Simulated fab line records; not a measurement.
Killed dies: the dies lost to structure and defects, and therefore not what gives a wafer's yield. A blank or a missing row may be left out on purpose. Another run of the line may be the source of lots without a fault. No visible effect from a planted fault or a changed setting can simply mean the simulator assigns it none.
A struck lot beside a sound one + flow sky130 + 18 out of 708 route steps
Sound: these wafers, L354.2, L354.3, L354.4. Struck: wafers L359.3, L359.4, L359.5. The cause is named last.
For every step that has rows: the tool of each side, followed by ch and its chambers, followed by its first start. Under that, the readings that differ: sound wafers + struck wafers + difference of the means + sigmas: that difference in standard deviations of wafers without a fault.
alike: readings with means less than 2 such deviations apart, plus words and numbers identical on both sides. not compared: withheld readings, readings lacking a value on some wafer, bounds such as >300 that could conceal the same value, and numbers that have no deviation in the record and whose values overlap.
A row with sigmas, a row that says differs or no value, or rows on one side alone: a step with any of these is where the two part. Numbers that have no deviation but don't overlap get no sigmas and don't part them. A reading missing from all wafers of one side parts the sides only when that side holds two or more wafers.

SKY_SONOS_ONO_OVL_MEAS_14:
  sound on overlay-02, day 17 23:00; struck on overlay-02, day 19 17:54
  alike: SONOS_ONO_OVL
SKY_SONOS_ONO_ETCH_15: etches the open film in CHF3/O2, target depth 19.52 nm, time 7.8 s.
  sound on rieDiel-01 ch 0,1,2, day 17 23:02; struck on rieDiel-01 ch 1,2, day 19 17:56
| reading             | sound     | struck | difference                    | sigmas |
|---------------------|-----------|--------|-------------------------------|--------|
| rfHoursCounterH (h) | 104 9 101 | - - -  | no value on the struck wafers |        |
  alike: chf3FlowSccm, drypumpMotorCurrentA, oesProductAu, throttleValvePct
then, 1 step without rows for these wafers: SKY_SONOS_ONO_WET_ETCH_16 (etches SiO2 in dHF, target depth 14 nm, time 280 s).
SKY_SONOS_ONO_STRIP_17: strips in O2/N2.
  sound on plasmaAsher-03 ch 0,1, day 17 23:08; struck on plasmaAsher-01 ch 0,1, day 19 18:05
  alike: drypumpMotorCurrentA, oesProductAu, stripTimeToEndpointS
  not compared: rfHoursCounterH
then, 3 steps without rows for these wafers: SKY_SONOS_ONO_WET_ETCH_18 (etches Si3N4 in H3PO4, target depth 15 nm, time 172 s); SKY_GATE_OXIDE_CLEAN_00 (cleans in SC1/SC2, time 150 s); SKY_GATE_OXIDE_OXIDATION_01 (stabilise 600 s, purge 300 s, target thk 10.268 nm).
SKY_GATE_OXIDE_THK_MEAS_02:
  sound on filmMetro-03, day 18 01:59; struck on filmMetro-03, day 19 19:41
  alike: GATE_OXIDE_OXIDATION_00_THK
then, 4 steps without rows for these wafers: SKY_GATE_OXIDE_DEHYDRATE_03 (time 60 s); SKY_GATE_OXIDE_HMDS_04 (prime time 60 s); SKY_GATE_OXIDE_COAT_05 (resist thk 1140 nm); SKY_GATE_OXIDE_SOFTBAKE_06 (time 60 s).
SKY_GATE_OXIDE_EXPOSE_07: exposes mask LVOM, target cd 600 nm.
  sound on ilineStepper-02 ch 0, day 18 16:35; struck on ilineStepper-01 ch 0, day 20 10:32
| reading                          | sound                   | struck            | difference | sigmas |
|----------------------------------|-------------------------|-------------------|------------|--------|
| model.GATE_OXIDE.overlayXNm (nm) | -0.1693 -0.1693 -0.1693 | 125.6 125.6 125.6 | +125.8     |        |
  alike: mask
then, 2 steps without rows for these wafers: SKY_GATE_OXIDE_PEB_08; SKY_GATE_OXIDE_DEVELOP_09 (develop time 60 s).
SKY_GATE_OXIDE_OVL_MEAS_10:
  sound on overlay-02, day 19 07:54; struck on overlay-01, day 21 02:22
| reading             | sound          | struck            | difference | sigmas |
|---------------------|----------------|-------------------|------------|--------|
| GATE_OXIDE_OVL (nm) | -3.6 -3.7 -2.1 | 123.6 126.9 124.9 | +128.3     | +92    |
then, 2 steps without rows for these wafers: SKY_GATE_OXIDE_IMPLANT_11; SKY_PAD_OPEN_PROBE_99.

== WHERE THEY PART ==
Earliest at SKY_SONOS_ONO_ETCH_15; latest, in this record, at SKY_GATE_OXIDE_OVL_MEAS_10.

WHY: what the simulator had put in
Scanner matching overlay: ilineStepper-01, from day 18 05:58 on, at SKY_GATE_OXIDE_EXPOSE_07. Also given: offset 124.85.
